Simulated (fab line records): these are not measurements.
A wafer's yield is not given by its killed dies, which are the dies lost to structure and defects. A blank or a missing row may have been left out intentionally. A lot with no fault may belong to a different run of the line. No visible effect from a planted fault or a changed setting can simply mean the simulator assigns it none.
Struck lot and sound lot, side by side | flow gf180mcu | 30 out of 602 route steps
Sound: wafers L987.2, L987.4, L987.6. Wafers L977.3, L977.5, L977.6 were the ones struck. Last of all comes the cause.
At each step with rows: each side's tool, then ch and its chambers, then its first start. Under that, the readings that differ: sound wafers | struck wafers | difference of the means | sigmas: that difference in standard deviations of wafers without a fault.
alike: readings with means less than 2 such deviations apart, plus words and numbers identical on both sides. not compared: withheld readings, readings lacking a value on some wafer, bounds such as >300 that could conceal the same value, and numbers that have no deviation in the record and whose values overlap.
Wherever a step has rows on one side only, a row that says differs or no value, or a row with sigmas, the two part there. Numbers that have no deviation but don't overlap get no sigmas and don't part them. A reading missing from all wafers of one side parts the sides only when that side holds two or more wafers.

first, 8 steps without rows for these wafers: GF_HV_LDD_STRIP_49 (strips in O2/N2); GF_HV_LDD_CLEAN_51 (cleans in SC1/SC2, time 150 s); GF_HV_LDD_RTA_52 (time 10 s); GF_HV_LDD_CVD_54 (deposits SiO2 from TEOS, target thk 10 nm, time 75 s); GF_HV_LDD_CVD_56 (deposits Si3N4 from DCS/NH3, target thk 90 nm, time 1543 s); GF_HV_LDD_ETCHBACK_58 (etches Si3N4 in CH3F/O2, stops on SiO2, time 100 s, target depth 90 nm); GF_NSD_DEHYDRATE_00 (time 60 s); GF_NSD_HMDS_01 (prime time 60 s).
GF_NSD_COAT_02: resist thk 1000 nm.
  struck on litho_track-03, day 14 14:36; sound on litho_track-01 ch 0, day 17 15:37
  no value came back on the struck wafers for chill_plate_temp_C (C), dispense_pressure_kPa (kPa), exhaust_pa (Pa); on the sound wafers chill_plate_temp_C (C) reads 22.86 22.95 22.80
then, 4 steps without rows for these wafers: GF_NSD_SOFTBAKE_03 (time 60 s); GF_NSD_EXPOSE_04 (exposes mask Nplus, target cd 400 nm); GF_NSD_PEB_05; GF_NSD_DEVELOP_06 (develop time 60 s).
GF_NSD_CD_MEAS_07 targets a cd of 400 nm.
  sound: cd_sem-01 at day 18 03:13; struck: cd_sem-01 at day 15 01:38
  reading    | sound             | struck | difference                    | sigmas
  cd_nm (nm) | 399.3 399.8 399.1 | - - -  | no value on the struck wafers |
GF_NSD_OVL_MEAS_08:
  sound: overlay-02 at day 18 03:20; struck: overlay-01 at day 15 01:44
  reading      | sound         | struck | difference                    | sigmas
  NSD_OVL (nm) | -0.1 -0.7 3.8 | - - -  | no value on the struck wafers |
then, 12 steps without rows for these wafers: GF_NSD_IMPLANT_09; GF_NSD_IMPLANT_10; GF_NSD_STRIP_11 (strips in O2/N2); GF_PSD_DEHYDRATE_00 (time 60 s); GF_PSD_HMDS_01 (prime time 60 s); GF_PSD_COAT_02 (resist thk 1000 nm); GF_PSD_SOFTBAKE_03 (time 60 s); GF_PSD_EXPOSE_04 (exposes mask Pplus, target cd 400 nm); GF_PSD_PEB_05; GF_PSD_DEVELOP_06 (develop time 60 s); GF_PSD_IMPLANT_09; GF_PSD_STRIP_10 (strips in O2/N2).
GF_PSD_TW_MEAS_11:
  sound: film_metro-03 at day 19 03:52; struck: film_metro-03 at day 16 00:08
  reading | sound          | struck         | difference | sigmas
  PSD_TW  | 3243 3217 3230 | 4311 4311 4282 | +1071      | +27
then, 1 step without rows for these wafers: GF_PSD_CLEAN_12 (cleans in SC1/SC2, time 150 s).
-- the record jumps here: 15 days lie between the struck wafers' starts before and after (it left off in module PSD and takes up again in module PASSIVATION, whose first step shown is number 602 of the route) --
GF_PASSIVATION_PROBE_99:
  record: rows for the struck wafers here (prober-02, day 30 13:38), none for the sound ones

## WHERE THEY PART
Last at GF_PASSIVATION_PROBE_99 as far as this record goes, first at GF_NSD_COAT_02.

WHY: the cause the simulator had injected
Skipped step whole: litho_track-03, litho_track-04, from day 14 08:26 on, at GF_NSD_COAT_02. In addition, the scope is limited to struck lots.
